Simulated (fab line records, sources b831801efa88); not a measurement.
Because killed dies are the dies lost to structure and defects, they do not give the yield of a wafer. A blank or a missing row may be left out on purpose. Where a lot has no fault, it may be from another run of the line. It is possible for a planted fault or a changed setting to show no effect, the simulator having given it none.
A lot that was struck, set against a sound lot | flow sky130 | 37 out of 708 route steps
Sound: these wafers, L962.1, L962.2, L962.6. The struck wafers were L972.3, L972.4, L972.5. The cause comes at the end.
Each step with rows lists, per side, the tool, then ch with its chambers, then its first start. Under that, the readings that differ: sound wafers | struck wafers | difference of the means | sigmas: that difference in standard deviations of wafers without a fault.
alike: a reading whose means differ by less than 2 such deviations, as well as words and numbers matching on both sides. not compared: withheld readings; readings where some wafer has no value; bounds like >300 that might hide an equal value; numbers whose values overlap and for which the record gives no deviation.
The two part at a step that has a row with sigmas, a row that says differs or no value, or rows on one side only. Numbers that don't overlap but have no deviation are shown without sigmas and don't part them. A reading that every wafer of one side lacks parts them only if that side has two wafers or more.

first, 10 steps without rows for these wafers: SKY_LDD_LDN_SOFTBAKE_03 (time 60 s); SKY_LDD_LDN_EXPOSE_04 (exposes mask LDNTM, target cd 700 nm); SKY_LDD_LDN_PEB_05; SKY_LDD_LDN_DEVELOP_06 (develop time 60 s); SKY_LDD_LDN_IMPLANT_08; SKY_LDD_LDN_IMPLANT_09; SKY_LDD_LDN_IMPLANT_10; SKY_LDD_LDN_IMPLANT_11; SKY_LDD_LDN_STRIP_12 (strips in O2/N2); SKY_LDD_LDN_CLEAN_14 (cleans in SC1/SC2, time 150 s).
SKY_SPACER_CVD_00: deposits Si3N4 from DCS/NH3, target thk 43.1 nm, time 740 s.
  sound on lpcvd-02 ch 0, day 23 08:19; struck on lpcvd-02 ch 1, day 27 03:40
  reading                                  | sound             | struck            | difference | sigmas
  spike tc lower C (C)                     | 770.1 771.0 772.2 | 766.9 767.0 765.9 | -4.5       | -4
  spike tc upper C (C)                     | 770.8 769.8 768.7 | 764.6 764.7 764.6 | -5.1       | -5
  susceptor temp C (C)                     | 770.2 770.8 769.9 | 766.1 765.7 765.6 | -4.5       | -13
  model.Si3N4_of_SPACER_CVD_00.thk nm (nm) | 42.5 42.66 42.16  | 39.69 39.76 39.78 | -2.70      |
  alike: pressure mtorr, spike tc centre C
SKY_SPACER_THK_MEAS_01:
  sound: film metro-03 at day 23 09:31; struck: film metro-02 at day 27 04:53
  reading                | sound          | struck         | difference | sigmas
  SPACER_CVD_00_THK (nm) | 42.6 42.6 42.1 | 39.7 39.8 39.8 | -2.7       | -6
SKY_SPACER_ETCHBACK_02: etches Si3N4 in CH3F/O2, stops on SiO2, time 46.7 s, target depth 45 nm.
  sound on rie diel-03 ch 0,2,3, day 23 09:34; struck on rie diel-02 ch 0,3, day 27 04:55
  reading                  | sound             | struck            | difference | sigmas
  oes product au (a.u.)    | 0.848 0.857 0.845 | 0.817 0.814 0.821 | -0.033     | -5
  model.etch.depth nm (nm) | 42.5 42.66 42.16  | 39.69 39.76 39.78 | -2.70      |
  alike: O2_flow_sccm, bias w, drypump motor current A, throttle valve pct
  not compared: rf hours counter h
then, 22 steps without rows for these wafers: SKY_POLY_CUT_DEHYDRATE_00 (time 60 s); SKY_POLY_CUT_HMDS_01 (prime time 60 s); SKY_POLY_CUT_COAT_02 (resist thk 60 nm); SKY_POLY_CUT_COAT_03 (resist thk 450 nm); SKY_POLY_CUT_SOFTBAKE_04 (time 90 s); SKY_POLY_CUT_EXPOSE_05 (exposes mask NPCM, target cd 270 nm); SKY_POLY_CUT_PEB_06; SKY_POLY_CUT_DEVELOP_07 (develop time 60 s); SKY_POLY_CUT_ETCH_10 (etches BARC in N2/H2, stops on SiO2, time 45.9 s, target depth 60 nm); SKY_POLY_CUT_ETCH_11 (etches Si3N4 in CF4/CH2F2/Ar, stops on poly-Si, time 42.5 s, target depth 60 nm); SKY_POLY_CUT_STRIP_12 (strips in O2/N2); SKY_SD_P_DEHYDRATE_00 (time 60 s); SKY_SD_P_HMDS_01 (prime time 60 s); SKY_SD_P_COAT_02 (resist thk 1140 nm); SKY_SD_P_SOFTBAKE_03 (time 60 s); SKY_SD_P_EXPOSE_04 (exposes mask PSDM, target cd 380 nm); SKY_SD_P_PEB_05; SKY_SD_P_DEVELOP_06 (develop time 60 s); SKY_SD_P_IMPLANT_09; SKY_SD_P_STRIP_10 (strips in O2/N2); SKY_RES_XHIGH_DEHYDRATE_00 (time 60 s); SKY_RES_XHIGH_HMDS_01 (prime time 60 s).
-- the record jumps here: 5 days lie between the struck wafers' starts before and after (it left off in module RES_XHIGH and takes up again in module SALICIDE, whose first step shown is number 361 of the route) --
SKY_SALICIDE_CLEAN_00: cleans in HF-last, time 30 s.
  sound on wet bench-02 ch 2, day 28 09:11; struck on wet bench-03 ch 2, day 31 22:04
  reading                                  | sound             | struck           | difference | sigmas
  model.Si3N4_of_SPACER_CVD_00.thk nm (nm) | 41.51 41.68 41.18 | 38.72 38.79 38.8 | -2.69      |
-- the record jumps here: 17 days lie between the struck wafers' starts before and after (it left off in module SALICIDE and takes up again in module PAD_OPEN, whose first step shown is number 708 of the route) --
SKY_PAD_OPEN_PROBE_99:
  sound: prober-02 at day 46 02:31; struck: prober-02 at day 48 14:37
  reading                                 | sound                | struck               | difference | sigmas
  model.etest.sonos uncharged.r on ohm um | 809.7 806 816.8      | 788.9 792.2 783.3    | -22.7      |
  model.etest.pfet_01v8.off log10 a um    | -9.259 -9.174 -9.127 | -9.521 -9.317 -9.364 | -0.214     |
  alike: killed_at_M0_to_M3, killed_at_M4_up, killed at contacts, killed at front end, killed at other, killed dies, killed open, killed short
  not compared: model.etest.pfet_01v8.r on ohm um, model.etest.pfet_01v8.drive ua um, model.etest.pfet_01v8_hvt.drive ua um, model.etest.pfet_01v8_hvt.off log10 a um

## WHERE THEY PART
First at SKY_SPACER_CVD_00; last, within this record, at SKY_SPACER_ETCHBACK_02. Later steps at which nothing parts them and some readings are alike: SKY_PAD_OPEN_PROBE_99.

WHY: whatever the simulator had introduced
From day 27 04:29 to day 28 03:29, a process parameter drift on lpcvd-02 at SKY_SPACER_CVD_00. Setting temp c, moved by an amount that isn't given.
